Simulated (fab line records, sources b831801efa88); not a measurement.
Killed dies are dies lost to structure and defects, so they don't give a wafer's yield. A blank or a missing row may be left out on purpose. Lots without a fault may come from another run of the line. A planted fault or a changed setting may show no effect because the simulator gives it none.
One fault seen from 2 desks | flow gf180mcu | each desk has only its own numbers; what lay behind them comes last

THE TOOL OWNER'S DESK: pvd_sputter-04
The tool's own readings at GF_MIM_SPUTTER_07 (material TiN, target thk 60 nm, time 50 s): means of the sampled wafers that have a number, for each lot that ran on this tool. A lot is out of limits, marked OUT, if its mean lies more than 4 standard deviations from the usual mean; the brackets give that distance.
Columns: A = throttle_valve_pct at GF_MIM_SPUTTER_07, usual 30.0 %
lot  | first seen here | A
L547 | day 27 13:44    | 29.6
L548 | day 28 00:16    | 29.7
L558 | day 30 15:08    | 30.5
This desk's finding: nothing out of limits on any of the 3 lots.

THE METROLOGY DESK
What the gauges read, lot by lot, whatever tool the lot ran on: means of the sampled wafers that have a number. A lot is out of limits, marked OUT, if its mean lies more than 4 standard deviations from the usual mean; the brackets give that distance.
Columns: A = V4_W_RS at GF_V4_RS_MEAS_24, usual 0.322 ohm/sq; B = V4_W_THK at GF_V4_THK_MEAS_25, usual 357 nm; C = MIM_CVD_05_THK at GF_MIM_THK_MEAS_06, usual 42.0 nm; D = MIM_ALCU_RS at GF_MIM_RS_MEAS_10, usual 0.1554 ohm/sq; E = MIM_ALCU_THK at GF_MIM_THK_MEAS_11, usual 210 nm
lot  | first seen here | A     | B   | C    | D      | E
L542 | day 25 13:10    | 0.319 | 362 | 42.1 | 0.1529 | 216
L547 | day 27 12:58    | 0.322 | 353 | 41.7 | 0.1563 | 210
L548 | day 27 23:29    | 0.316 | 361 | 41.6 | 0.1591 | 205
L558 | day 30 14:23    | 0.322 | 359 | 42.2 | 0.1599 | 204
L561 | day 31 05:31    | 0.318 | 365 | 42.1 | 0.1564 | 208
L562 | day 31 17:34    | 0.320 | 363 | 42.6 | 0.1548 | 211
This desk's finding: nothing out of limits on any of the 6 lots.

PUT TOGETHER
The tool owner's desk saw nothing out of limits.
The metrology desk saw nothing out of limits.

WHAT THE SIMULATOR HAD PUT IN
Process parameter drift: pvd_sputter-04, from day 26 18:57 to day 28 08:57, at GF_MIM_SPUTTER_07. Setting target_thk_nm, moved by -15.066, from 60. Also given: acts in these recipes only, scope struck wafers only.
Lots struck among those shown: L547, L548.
